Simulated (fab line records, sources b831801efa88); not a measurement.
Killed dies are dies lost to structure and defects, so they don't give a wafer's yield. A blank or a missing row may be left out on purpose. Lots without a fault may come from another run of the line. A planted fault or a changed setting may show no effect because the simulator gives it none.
fab line records | flow gf180mcu
record lots=14 wafers=42 last_day=34
route steps=602 shown POLY_GATE@170 NSD@237 PSD@256 SAB@264
lots that met no fault: from a run of the same line without faults
start_h: hours from the record's first day to the start of the lot's first wafer shown | wait_h: hours since the lot's step before | " the same as in the row above | L1.1+2: a row that stands for several wafers | - no value, or no start given | * or withheld: withheld | < > ~ a bound
route shown NAME@n: a module of which the file shows steps, and the number in the route of the first | usual: mean/standard deviation of fault-free wafers | same: alike in all rows | chamber/n: place in a boat | sites: the reading at each site | _std_site: their standard deviation | _edge_site: outer sites' mean less inner sites' | radius_mm: how far each site lies from the wafer's centre | mask NAME#n: copy n | behind: the tool/chamber that last shaped the wafer | hold: why the lot was held/for how many hours/how that ended | device: the transistor (n, p or np) that didn't switch | end of line: the same wafers' tests at the end of the route | a step without rows: its recipe alone | killed: dies lost to structure and defects at the first sort, not the wafer's yield | map: a wafer's dies, x killed, . not, _ none there
set.NAME: the setting as run; set.NAME@STEP: as run at that earlier step | model.NAME: the simulator's own value behind a step, which no gauge read
steps of the route over a sample of lots; a table a step, a row a wafer
services: from which hour (start_h, from the record's first day; less than 0 if before it) a tool's chamber was out of use, for how many hours, and why
## steps
# step GF_POLY_GATE_ETCH_13
# recipe target=poly-Si target_depth_nm=198.5 stop_on=SiO2 over_etch_frac=0.403 chemistry=HBr/Cl2 icp_w=400 bias_w=100 pressure_mtorr=10 HBr_flow_sccm=150 Cl2_flow_sccm=50 time_s=69.6
# usual bias_w=100.00/0.29 drypump_motor_current_A=5.7/0.44 oes_product_au=0.986/0.01 throttle_valve_pct=33.684/0.0097
# columns lot.wafer tool chamber start_h wait_h bias_w drypump_motor_current_A oes_product_au rf_hours_counter_h throttle_valve_pct
L297.2 rie_si-01 2 209.29 - 99.79 5.6 0.987 55 33.689
L297.5 " 2 " " 99.93 5.6 1.005 - 33.677
L297.6 " 1 " " 99.94 5.5 0.979 - 33.688
L298.2 rie_si-01 2 211.49 - 99.65 5.6 0.998 55 33.671
L298.4 " 3 " " 100.33 5.4 0.991 3 33.689
L298.6 " 1 " " 100.13 5.5 0.984 - 33.696
L299.2 rie_si-01 1 221.11 - 99.82 5.5 0.983 4 33.696
L299.3 " 2 " " 100.39 5.6 0.981 55 33.672
L299.6 " 3 " " 100.16 5.4 0.991 - 33.677
L300.1 rie_si-02 1 231.61 - 99.61 6.0 0.974 1 33.687
L300.3 " 0 " " 100.30 6.6 0.996 111 33.679
L300.4 " 2 " " 100.08 5.1 0.983 44 33.694
L301.1 rie_si-01 1 231.79 - 100.19 5.5 0.982 4 33.676
L301.3 " 3 " " 100.42 5.4 0.988 3 33.672
L301.5 " 3 " " 100.10 5.4 1.009 - 33.689
L302.1 rie_si-02 2 233.98 - 100.10 5.1 0.980 44 33.686
L302.2 " 3 " " 100.34 5.6 0.999 58 33.696
L302.5 " 0 " " 99.56 6.5 0.996 - 33.665
L303.4 rie_si-02 2 246.89 - 100.04 5.1 0.983 44 33.669
L303.5 " 2 " " 100.29 5.1 0.978 - 33.676
L303.6 " 1 " " 100.29 6.0 0.970 - 33.679
L304.1 rie_si-01 2 255.36 - 100.06 5.6 0.987 55 33.680
L304.3 " 1 " " 99.42 5.5 0.987 5 33.682
L304.4 " 1 " " 99.76 5.5 0.992 - 33.678
L305.3 rie_si-02 0 255.74 - 100.34 6.5 1.010 111 33.699
L305.4 " 3 " " 99.76 5.6 0.995 58 33.684
L305.6 " 0 " " 100.33 6.6 0.993 - 33.675
L306.2 rie_si-01 1 265.08 - 99.58 5.5 0.970 5 33.708
L306.3 " 2 " " 99.84 5.6 0.983 55 33.683
L306.6 " 3 " " 100.17 5.3 0.989 - 33.689
L315.1 rie_si-02 3 326.18 - 100.27 5.6 0.992 59 33.672
L315.3 " 2 " " 100.00 5.1 0.985 45 33.702
L315.4 " 0 " " 100.05 6.6 0.995 0 33.690
L318.1 rie_si-02 2 344.28 - 100.16 5.1 0.991 45 33.682
L318.2 " 0 " " 100.05 6.5 0.989 1 33.679
L318.3 " 3 " " 99.95 5.6 0.996 59 33.695
L319.1 rie_si-02 0 350.83 - 99.49 6.6 0.994 1 33.697
L319.2 " 2 " " 100.42 5.1 0.998 46 33.671
L319.5 " 2 " " 100.11 5.1 0.994 - 33.679
L320.2 rie_si-02 1 362.09 - 100.18 6.0 0.980 3 33.677
L320.3 " 0 " " 100.24 6.6 0.987 1 33.677
L320.5 " 0 " " 99.69 6.6 0.994 - 33.682
# step GF_NSD_COAT_02
# recipe resist=NOVOLAK spin_rpm=3000 resist_thk_nm=1000
# usual chill_plate_temp_C=22.98/0.11 dispense_pressure_kPa=51.5/2.7
# columns lot.wafer tool chamber start_h wait_h chill_plate_temp_C dispense_pressure_kPa
L297.2 litho_track-02 0 299.70 0.1 22.96 48.0
L297.5 " 0 " " 23.00 48.0
L297.6 " 0 " " 22.96 48.0
L298.2 litho_track-03 0 301.53 0.1 22.84 54.2
L298.4 " 0 " " 22.93 54.2
L298.6 " 0 " " 23.08 54.3
L299.2 litho_track-03 0 313.28 0.1 22.92 54.3
L299.3 " 0 " " 22.99 54.3
L299.6 " 0 " " 23.00 54.2
L300.1 litho_track-02 0 322.32 0.1 23.02 48.1
L300.3 " 0 " " 23.02 48.0
L300.4 " 0 " " 23.10 48.0
L301.1 litho_track-04 0 322.86 0.1 22.93 53.2
L301.3 " 0 " " 22.78 53.2
L301.5 " 0 " " 22.92 53.2
L302.1 litho_track-02 0 327.57 0.1 23.13 48.1
L302.2 " 0 " " 23.25 48.0
L302.5 " 0 " " 23.07 48.0
L303.4 litho_track-04 0 339.54 0.1 23.10 53.2
L303.5 " 0 " " 22.87 53.2
L303.6 " 0 " " 22.95 53.2
L304.1 litho_track-02 0 350.92 0.1 23.05 48.1
L304.3 " 0 " " 23.02 48.0
L304.4 " 0 " " 22.96 48.0
L305.3 litho_track-02 - 352.62 0.1 - -
L305.4 " - " " - -
L305.6 " - " " - -
L306.2 litho_track-02 - 360.80 0.1 - -
L306.3 " - " " - -
L306.6 " - " " - -
L315.1 litho_track-02 0 431.87 0.1 23.00 48.1
L315.3 " 0 " " 23.20 48.1
L315.4 " 0 " " 23.06 48.1
L318.1 litho_track-02 0 455.37 0.1 22.83 48.0
L318.2 " 0 " " 22.87 48.0
L318.3 " 0 " " 23.00 48.0
L319.1 litho_track-04 0 463.11 0.1 22.81 53.2
L319.2 " 0 " " 23.02 53.1
L319.5 " 0 " " 23.13 53.1
L320.2 litho_track-04 0 473.19 0.1 22.83 53.2
L320.3 " 0 " " 22.99 53.2
L320.5 " 0 " " 23.02 53.1
# step GF_NSD_CD_MEAS_07
# recipe target_cd_nm=400
# usual cd_nm=399.7/2.1
# columns lot.wafer tool chamber start_h wait_h cd_nm
L297.2 cd_sem-02 - 310.48 0.1 404.7
L297.5 " - " " 402.4
L297.6 " - " " 401.4
L298.2 cd_sem-01 - 312.54 0.1 396.5
L298.4 " - " " 398.3
L298.6 " - " " 397.7
L299.2 cd_sem-02 - 322.28 0.1 400.2
L299.3 " - " " 400.6
L299.6 " - " " 400.6
L300.1 cd_sem-02 - 332.96 0.1 397.8
L300.3 " - " " 398.7
L300.4 " - " " 399.7
L301.1 cd_sem-02 - 333.77 0.1 400.3
L301.3 " - " " 397.8
L301.5 " - " " 397.2
L302.1 cd_sem-01 - 338.26 0.1 398.2
L302.2 " - " " 397.4
L302.5 " - " " 399.4
L303.4 cd_sem-01 - 349.33 0.1 398.1
L303.5 " - " " 398.2
L303.6 " - " " 399.0
L304.1 cd_sem-02 - 361.90 0.1 398.3
L304.3 " - " " 398.1
L304.4 " - " " 399.2
L305.3 cd_sem-01 - 363.19 0.1 -
L305.4 " - " " -
L305.6 " - " " -
L306.2 cd_sem-02 - 371.88 0.1 -
L306.3 " - " " -
L306.6 " - " " -
L315.1 cd_sem-01 - 444.26 0.1 397.7
L315.3 " - " " 398.6
L315.4 " - " " 400.4
L318.1 cd_sem-02 - 467.40 0.1 402.8
L318.2 " - " " 402.8
L318.3 " - " " 405.0
L319.1 cd_sem-02 - 475.07 0.1 400.4
L319.2 " - " " 397.5
L319.5 " - " " 398.9
L320.2 cd_sem-01 - 485.87 0.1 399.4
L320.3 " - " " 399.8
L320.5 " - " " 401.6
# step GF_PSD_OVL_MEAS_08
# usual PSD_OVL=-0.2/1.3
# columns lot.wafer tool chamber start_h wait_h PSD_OVL[nm]
L297.2 overlay-01 - 330.81 0.1 -0.3
L297.5 " - " " 1.4
L297.6 " - " " 0.4
L298.2 overlay-01 - 332.70 0.1 -1.2
L298.4 " - " " 1.3
L298.6 " - " " 0.3
L299.2 overlay-01 - 343.85 0.1 -2.3
L299.3 " - " " -2.4
L299.6 " - " " -1.2
L300.1 overlay-02 - 354.54 0.1 -0.7
L300.3 " - " " 0.0
L300.4 " - " " -0.9
L301.1 overlay-01 - 354.73 0.1 -0.9
L301.3 " - " " -1.2
L301.5 " - " " -0.8
L302.1 overlay-01 - 358.80 0.1 -0.4
L302.2 " - " " 1.8
L302.5 " - " " -1.9
L303.4 overlay-02 - 371.10 0.1 -2.3
L303.5 " - " " -2.0
L303.6 " - " " 0.1
L304.1 overlay-02 - 384.54 0.1 2.0
L304.3 " - " " 0.2
L304.4 " - " " 0.5
L305.3 overlay-02 - 385.80 0.1 -3.3
L305.4 " - " " 0.9
L305.6 " - " " -0.8
L306.2 overlay-01 - 394.80 0.1 1.2
L306.3 " - " " -1.4
L306.6 " - " " 1.4
L315.1 overlay-01 - 469.20 0.1 3.1
L315.3 " - " " -0.1
L315.4 " - " " 0.0
L318.1 overlay-02 - 491.84 0.1 0.7
L318.2 " - " " -0.8
L318.3 " - " " -1.2
L319.1 overlay-01 - 499.39 0.1 1.1
L319.2 " - " " 2.0
L319.5 " - " " 1.6
L320.2 overlay-02 - 509.69 0.1 -1.7
L320.3 " - " " -1.5
L320.5 " - " " -1.1
# step GF_PSD_TW_MEAS_11
# usual PSD_TW=3200/22
# columns lot.wafer tool chamber start_h wait_h PSD_TW
L297.2 film_metro-02 - 331.10 0.1 3153
L297.5 " - " " 3182
L297.6 " - " " 3157
L298.2 film_metro-02 - 332.99 0.1 3177
L298.4 " - " " 3183
L298.6 " - " " 3177
L299.2 film_metro-01 - 344.14 0.1 3188
L299.3 " - " " 3177
L299.6 " - " " 3179
L300.1 film_metro-04 - 354.83 0.1 3220
L300.3 " - " " 3242
L300.4 " - " " 3233
L301.1 film_metro-04 - 355.02 0.1 3222
L301.3 " - " " 3230
L301.5 " - " " 3230
L302.1 film_metro-02 - 359.09 0.1 3170
L302.2 " - " " 3166
L302.5 " - " " 3161
L303.4 film_metro-02 - 371.40 0.1 3207
L303.5 " - " " 3176
L303.6 " - " " 3192
L304.1 film_metro-02 - 384.83 0.1 3175
L304.3 " - " " 3185
L304.4 " - " " 3186
L305.3 film_metro-04 - 386.10 0.1 4300
L305.4 " - " " 4299
L305.6 " - " " 4285
L306.2 film_metro-04 - 395.09 0.1 4314
L306.3 " - " " 4301
L306.6 " - " " 4298
L315.1 film_metro-02 - 469.48 0.1 3192
L315.3 " - " " 3194
L315.4 " - " " 3201
L318.1 film_metro-04 - 492.12 0.1 3220
L318.2 " - " " 3222
L318.3 " - " " 3205
L319.1 film_metro-02 - 499.67 0.1 3219
L319.2 " - " " 3201
L319.5 " - " " 3213
L320.2 film_metro-04 - 509.98 0.1 3222
L320.3 " - " " 3216
L320.5 " - " " 3225
# step GF_SAB_CVD_00
# recipe material=SiO2 target_thk_nm=50 precursor=TEOS temp_c=400 time_s=4.788 rf_w=600
# usual heater_power_w=700/88
# columns lot.wafer tool chamber start_h wait_h heater_power_w
L297.2 pecvd-03 1 331.52 0.1 698
L297.5 " 1 " " 708
L297.6 " 2 " " 689
L298.2 pecvd-02 1 333.41 0.1 761
L298.4 " 1 " " 754
L298.6 " 0 " " 563
L299.2 pecvd-03 2 344.56 0.1 852
L299.3 " 0 " " 574
L299.6 " 2 " " 848
L300.1 pecvd-03 2 355.26 0.1 813
L300.3 " 0 " " 643
L300.4 " 0 " " 644
L301.1 pecvd-01 2 355.45 0.1 672
L301.3 " 1 " " 898
L301.5 " 0 " " 783
L302.1 pecvd-02 0 359.52 0.1 631
L302.2 " 1 " " 717
L302.5 " 1 " " 723
L303.4 pecvd-01 1 371.81 0.0 845
L303.5 " 0 " " 754
L303.6 " 2 " " 738
L304.1 pecvd-03 0 385.26 0.1 552
L304.3 " 2 " " 703
L304.4 " 0 " " 555
L305.3 pecvd-02 2 386.51 0.1 546
L305.4 " 2 " " 554
L305.6 " 0 " " 569
L306.2 pecvd-02 2 395.51 0.1 616
L306.3 " 1 " " 812
L306.6 " 0 " " 611
L315.1 pecvd-01 0 469.92 0.1 781
L315.3 " 1 " " 871
L315.4 " 1 " " 884
L318.1 pecvd-02 0 492.56 0.1 671
L318.2 " 1 " " 750
L318.3 " 2 " " 566
L319.1 pecvd-03 0 500.11 0.1 647
L319.2 " 1 " " 710
L319.5 " 1 " " 740
L320.2 pecvd-02 0 510.40 0.1 617
L320.3 " 1 " " 658
L320.5 " 1 " " 667
## services
# columns tool chamber start_h hours kind
rie_si-02 3 217.63 9.1 repair
pecvd-01 - 221.89 0.8 repair
rie_si-02 2 236.64 7.8 repair
rie_si-01 0 248.53 9.4 repair
rie_si-02 0 258.95 - clean
rie_si-02 0 258.95 24.7 scheduled_down
rie_si-02 0 258.95 24.7 vent_cycle
pecvd-03 1 299.88 3.5 repair
pecvd-01 - 329.29 1.3 repair
rie_si-01 - 333.45 14.6 pm
rie_si-01 - 348.05 28.1 pm
pecvd-03 - 368.88 14.0 pm
rie_si-01 - 376.15 2.8 pm
pecvd-03 2 401.75 22.7 repair
rie_si-01 0 411.60 - clean
rie_si-01 0 411.60 22.2 scheduled_down
rie_si-01 3 419.70 2.1 repair
pecvd-01 0 442.13 22.8 repair
pecvd-02 - 468.09 6.0 pm
pecvd-03 1 471.33 16.0 repair
rie_si-02 3 484.11 - clean
rie_si-02 3 484.11 15.8 scheduled_down
rie_si-02 3 484.11 15.8 vent_cycle
pecvd-01 2 497.18 5.7 repair
## key
first_sign step=GF_NSD_COAT_02 reading=tool_record direction=missing
effect step=GF_NSD_CD_MEAS_07 reading=cd_nm direction=missing
effect step=GF_PSD_TW_MEAS_11 reading=PSD_TW direction=up sigmas=50 usual=3200 struck=4299
met_at GF_NSD_COAT_02
struck_lots L305,L306
sort_left_out L305.3,L305.4,L305.6,L306.2,L306.3,L306.6
tester_left_out L305,L306
not_acting_at GF_POLY_GATE_ETCH_13,GF_PSD_OVL_MEAS_08,GF_SAB_CVD_00
onset_between 350.92 352.62
fault kind=skipped_step_whole tool=litho_track-02 chamber=- onset_h=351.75 steps=GF_NSD_COAT_02 scope=struck_lots_only
# tester_left_out: of these lots the tester's yield and bins aren't shown, on N5 and GAA mostly nor the transistor test; their killed dies are dies lost to structure and defects alone, not to doping, threshold or leakage, so they don't give the yield
# sort_left_out: the simulated sort isn't trusted on such a fault, so these wafers' sort isn't shown, and their yield isn't known
